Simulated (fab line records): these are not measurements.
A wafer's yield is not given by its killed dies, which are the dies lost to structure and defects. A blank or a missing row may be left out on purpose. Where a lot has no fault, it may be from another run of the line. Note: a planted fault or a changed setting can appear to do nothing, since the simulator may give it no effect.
Which of the tools did it? || flow sky130 || 13 lots with 39 wafers sampled at 4 steps, on a route of 708 steps

WHAT THE GAUGES READ, wafer by wafer
SKY_FIELD_ISO_BOW_MEAS_00.
{"lot": "L324", "measured": "day 1 10:02", "on": "film-metro-03", "INCOMING_BOW (um)": "18 -1 7"}
{"lot": "L325", "measured": "day 1 15:01", "on": "film-metro-01", "INCOMING_BOW (um)": "-14 7 5"}
{"lot": "L326", "measured": "day 1 20:01", "on": "film-metro-02", "INCOMING_BOW (um)": "2 13 3"}
{"lot": "L328", "measured": "day 2 06:00", "on": "film-metro-01", "INCOMING_BOW (um)": "-3 -6 2"}
{"lot": "L329", "measured": "day 2 11:01", "on": "film-metro-01", "INCOMING_BOW (um)": "7 4 -7"}
{"lot": "L332", "measured": "day 3 02:00", "on": "film-metro-03", "INCOMING_BOW (um)": "-9 2 -6"}
{"lot": "L333", "measured": "day 3 07:02", "on": "film-metro-02", "INCOMING_BOW (um)": "2 3 6"}
{"lot": "L334", "measured": "day 3 12:01", "on": "film-metro-03", "INCOMING_BOW (um)": "-8 5 3"}
{"lot": "L335", "measured": "day 3 17:01", "on": "film-metro-03", "INCOMING_BOW (um)": "-16 -4 -11"}
{"lot": "L336", "measured": "day 3 22:01", "on": "film-metro-02", "INCOMING_BOW (um)": "1 -8 2"}
{"lot": "L338", "measured": "day 4 08:00", "on": "film-metro-01", "INCOMING_BOW (um)": "-4 -2 4"}
{"lot": "L341", "measured": "day 4 23:00", "on": "film-metro-03", "INCOMING_BOW (um)": "0 -1 -2"}
{"lot": "L342", "measured": "day 5 04:00", "on": "film-metro-01", "INCOMING_BOW (um)": "4 -9 0"}

SKY_CONTACT_CD_MEAS_14 targets a cd of 170 nm.
{"lot": "L324", "measured": "day 33 04:51", "on": "cd-sem-01", "cd-nm (nm)": "170.4 170.6 170.9"}
{"lot": "L325", "measured": "day 32 10:59", "on": "cd-sem-01", "cd-nm (nm)": "170.4 168.9 169.9"}
{"lot": "L326", "measured": "day 33 05:43", "on": "cd-sem-02", "cd-nm (nm)": "168.9 170.0 169.0"}
{"lot": "L328", "measured": "day 33 06:52", "on": "cd-sem-01", "cd-nm (nm)": "169.9 170.9 170.7"}
{"lot": "L329", "measured": "day 33 09:11", "on": "cd-sem-02", "cd-nm (nm)": "168.2 168.5 169.0"}
{"lot": "L332", "measured": "day 34 11:21", "on": "cd-sem-02", "cd-nm (nm)": "169.0 170.7 169.1"}
{"lot": "L333", "measured": "day 35 00:49", "on": "cd-sem-02", "cd-nm (nm)": "171.8 170.5 170.6"}
{"lot": "L334", "measured": "day 34 22:32", "on": "cd-sem-02", "cd-nm (nm)": "167.0 168.4 166.4"}
{"lot": "L335", "measured": "day 35 02:46", "on": "cd-sem-02", "cd-nm (nm)": "171.8 170.9 171.8"}
{"lot": "L336", "measured": "day 36 01:40", "on": "cd-sem-01", "cd-nm (nm)": "170.6 172.0 171.8"}
{"lot": "L338", "measured": "day 36 20:19", "on": "cd-sem-01", "cd-nm (nm)": "169.8 169.6 168.5"}
{"lot": "L341", "measured": "day 37 20:16", "on": "cd-sem-02", "cd-nm (nm)": "169.9 168.4 170.2"}
{"lot": "L342", "measured": "day 37 15:31", "on": "cd-sem-01", "cd-nm (nm)": "170.7 170.1 170.6"}

WHAT TOOL EACH LOT RAN ON (gives the tool, then ch and the chambers of the sampled wafers, and finally the start)
{"lot": "L324", "SKY_VT_ADJUST_PCH_STRIP_09": "plasma-asher-02 ch 0,1, day 11 07:02", "SKY_LOCAL_INTERCONNECT_SOFTBAKE_07": "litho-track-02 ch 0, day 33 04:51 or earlier"}
{"lot": "L325", "SKY_VT_ADJUST_PCH_STRIP_09": "plasma-asher-02 ch 0,1, day 11 04:41", "SKY_LOCAL_INTERCONNECT_SOFTBAKE_07": "litho-track-03 ch 0, day 32 10:59 or earlier"}
{"lot": "L326", "SKY_VT_ADJUST_PCH_STRIP_09": "plasma-asher-02 ch 0,1, day 11 09:15", "SKY_LOCAL_INTERCONNECT_SOFTBAKE_07": "litho-track-01 ch 0, day 33 05:43 or earlier"}
{"lot": "L328", "SKY_VT_ADJUST_PCH_STRIP_09": "plasma-asher-04 ch 0,1, day 11 21:05", "SKY_LOCAL_INTERCONNECT_SOFTBAKE_07": "litho-track-02 ch 0, day 33 06:52 or earlier"}
{"lot": "L329", "SKY_VT_ADJUST_PCH_STRIP_09": "plasma-asher-03 ch 0,1, day 12 00:27", "SKY_LOCAL_INTERCONNECT_SOFTBAKE_07": "litho-track-02 ch 0, day 33 09:11 or earlier"}
{"lot": "L332", "SKY_VT_ADJUST_PCH_STRIP_09": "plasma-asher-03 ch 0,1, day 13 04:41", "SKY_LOCAL_INTERCONNECT_SOFTBAKE_07": "litho-track-01 ch 0, day 34 11:21 or earlier"}
{"lot": "L333", "SKY_VT_ADJUST_PCH_STRIP_09": "plasma-asher-04 ch 0,1, day 13 18:16", "SKY_LOCAL_INTERCONNECT_SOFTBAKE_07": "litho-track-03 ch 0, day 35 00:49 or earlier"}
{"lot": "L334", "SKY_VT_ADJUST_PCH_STRIP_09": "plasma-asher-03 ch 0,1, day 13 20:09", "SKY_LOCAL_INTERCONNECT_SOFTBAKE_07": "litho-track-03 ch 0, day 34 22:32 or earlier"}
{"lot": "L335", "SKY_VT_ADJUST_PCH_STRIP_09": "plasma-asher-04 ch 0,1, day 13 22:09", "SKY_LOCAL_INTERCONNECT_SOFTBAKE_07": "litho-track-01 ch 0, day 35 02:46 or earlier"}
{"lot": "L336", "SKY_VT_ADJUST_PCH_STRIP_09": "plasma-asher-03 ch 0,1, day 14 07:15", "SKY_LOCAL_INTERCONNECT_SOFTBAKE_07": "litho-track-03 ch 0, day 36 01:40 or earlier"}
{"lot": "L338", "SKY_VT_ADJUST_PCH_STRIP_09": "plasma-asher-04 ch 0,1, day 15 11:14", "SKY_LOCAL_INTERCONNECT_SOFTBAKE_07": "litho-track-03 ch 0, day 36 20:19 or earlier"}
{"lot": "L341", "SKY_VT_ADJUST_PCH_STRIP_09": "plasma-asher-04 ch 0,1, day 16 16:11", "SKY_LOCAL_INTERCONNECT_SOFTBAKE_07": "litho-track-02 ch 0, day 37 20:16 or earlier"}
{"lot": "L342", "SKY_VT_ADJUST_PCH_STRIP_09": "plasma-asher-04 ch 0,1, day 16 13:50", "SKY_LOCAL_INTERCONNECT_SOFTBAKE_07": "litho-track-02 ch 0, day 37 15:31 or earlier"}
- SKY_VT_ADJUST_PCH_STRIP_09: strips in O2/N2.
- SKY_LOCAL_INTERCONNECT_SOFTBAKE_07: time 91.17 s.

AS READ BY THE TOOLS THEMSELVES (means over the sampled wafers that have a number; for cases with no such wafer, the mark the record gives instead)
SKY_VT_ADJUST_PCH_STRIP_09.
{"lot": "L324", "tool": "plasma-asher-02", "drypump-motor-current-A (A)": 5.8, "oes-product-au (a.u.)": 0.726, "strip-time-to-endpoint-s (s)": 36.89}
{"lot": "L325", "tool": "plasma-asher-02", "drypump-motor-current-A (A)": 5.6, "oes-product-au (a.u.)": 0.723, "strip-time-to-endpoint-s (s)": 36.97}
{"lot": "L326", "tool": "plasma-asher-02", "drypump-motor-current-A (A)": 5.8, "oes-product-au (a.u.)": 0.714, "strip-time-to-endpoint-s (s)": 37.06}
{"lot": "L328", "tool": "plasma-asher-04", "drypump-motor-current-A (A)": 5.3, "oes-product-au (a.u.)": 0.719, "strip-time-to-endpoint-s (s)": 36.86}
{"lot": "L329", "tool": "plasma-asher-03", "drypump-motor-current-A (A)": 5.3, "oes-product-au (a.u.)": 0.730, "strip-time-to-endpoint-s (s)": 37.08}
{"lot": "L332", "tool": "plasma-asher-03", "drypump-motor-current-A (A)": 5.7, "oes-product-au (a.u.)": 0.723, "strip-time-to-endpoint-s (s)": 37.05}
{"lot": "L333", "tool": "plasma-asher-04", "drypump-motor-current-A (A)": 5.3, "oes-product-au (a.u.)": 0.721, "strip-time-to-endpoint-s (s)": 37.05}
{"lot": "L334", "tool": "plasma-asher-03", "drypump-motor-current-A (A)": 5.3, "oes-product-au (a.u.)": 0.722, "strip-time-to-endpoint-s (s)": 36.98}
{"lot": "L335", "tool": "plasma-asher-04", "drypump-motor-current-A (A)": 5.5, "oes-product-au (a.u.)": 0.719, "strip-time-to-endpoint-s (s)": 37.06}
{"lot": "L336", "tool": "plasma-asher-03", "drypump-motor-current-A (A)": 5.3, "oes-product-au (a.u.)": 0.729, "strip-time-to-endpoint-s (s)": 36.96}
{"lot": "L338", "tool": "plasma-asher-04", "drypump-motor-current-A (A)": 5.3, "oes-product-au (a.u.)": 0.721, "strip-time-to-endpoint-s (s)": 37.20}
{"lot": "L341", "tool": "plasma-asher-04", "drypump-motor-current-A (A)": 5.3, "oes-product-au (a.u.)": 0.668, "strip-time-to-endpoint-s (s)": 41.10}
{"lot": "L342", "tool": "plasma-asher-04", "drypump-motor-current-A (A)": 5.2, "oes-product-au (a.u.)": 0.673, "strip-time-to-endpoint-s (s)": 41.15}

SKY_LOCAL_INTERCONNECT_SOFTBAKE_07.
{"lot": "L324", "tool": "litho-track-02", "plate-sensor-t-centre-C (C)": 100.88, "plate-sensor-t-edge-C (C)": 100.96}
{"lot": "L325", "tool": "litho-track-03", "plate-sensor-t-centre-C (C)": 100.87, "plate-sensor-t-edge-C (C)": 100.94}
{"lot": "L326", "tool": "litho-track-01", "plate-sensor-t-centre-C (C)": 100.89, "plate-sensor-t-edge-C (C)": 100.95}
{"lot": "L328", "tool": "litho-track-02", "plate-sensor-t-centre-C (C)": 100.88, "plate-sensor-t-edge-C (C)": 100.95}
{"lot": "L329", "tool": "litho-track-02", "plate-sensor-t-centre-C (C)": 100.87, "plate-sensor-t-edge-C (C)": 100.95}
{"lot": "L332", "tool": "litho-track-01", "plate-sensor-t-centre-C (C)": 100.89, "plate-sensor-t-edge-C (C)": 100.94}
{"lot": "L333", "tool": "litho-track-03", "plate-sensor-t-centre-C (C)": 100.88, "plate-sensor-t-edge-C (C)": 100.95}
{"lot": "L334", "tool": "litho-track-03", "plate-sensor-t-centre-C (C)": 100.89, "plate-sensor-t-edge-C (C)": 100.96}
{"lot": "L335", "tool": "litho-track-01", "plate-sensor-t-centre-C (C)": 100.89, "plate-sensor-t-edge-C (C)": 100.95}
{"lot": "L336", "tool": "litho-track-03", "plate-sensor-t-centre-C (C)": 100.88, "plate-sensor-t-edge-C (C)": 100.94}
{"lot": "L338", "tool": "litho-track-03", "plate-sensor-t-centre-C (C)": 100.88, "plate-sensor-t-edge-C (C)": 100.95}
{"lot": "L341", "tool": "litho-track-02", "plate-sensor-t-centre-C (C)": 100.89, "plate-sensor-t-edge-C (C)": 100.96}
{"lot": "L342", "tool": "litho-track-02", "plate-sensor-t-centre-C (C)": 100.89, "plate-sensor-t-edge-C (C)": 100.96}

THE ANSWER, worked out from the rows above alone
Rule: the lots themselves supply what counts as usual. The widest of any qualifying gaps counts: lots, ordered by their means at a reading, are off when they make up no more than a third of the lots, leave a main group of 4 or more, and stand apart from it by 3 or more times the standard deviation of that group's means. If all means in a main group match to the digits the tables above print for the reading, that group is not used. A lot without any number at a reading at which 4 lots or more have one is off too. The other lots that the step has rows for count as sound. Order of review: gauges by route order, followed by the tools' own readings, for which a lot's mean as printed above is used. At the first step where some lot is off, the reading lying furthest off is the one used; lots without a number count as furthest.
Off: L341, L342 (SKY_VT_ADJUST_PCH_STRIP_09, strip-time-to-endpoint-s). The main group has a mean of 37.01 s with a standard deviation of 0.091.
If a tool, at that step or one of the process steps before it, ran each lot that is off and ran no sound lot following the first of them, it fits. One fits: SKY_VT_ADJUST_PCH_STRIP_09 on plasma-asher-04. A fault onset in the window from L338 (day 15 11:14, its last sound lot) to L342 (day 16 13:50, its first lot off) fits.
The tool's own readings at SKY_VT_ADJUST_PCH_STRIP_09 bear it out: on the lots that are off they differ by more than 5 times the standard deviation of the sound lots' means. oes-product-au reads 0.671 a.u. there against 0.722 a.u. on the sound lots; strip-time-to-endpoint-s reads 41.12 s there against 37.01 s on the sound lots.

WHAT THE SIMULATOR HAD PUT IN
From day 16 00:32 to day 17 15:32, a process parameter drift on plasma-asher-04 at SKY_VT_ADJUST_PCH_STRIP_09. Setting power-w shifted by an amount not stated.
Shown lots that were struck: L341, L342. The rule above reached the same finding.
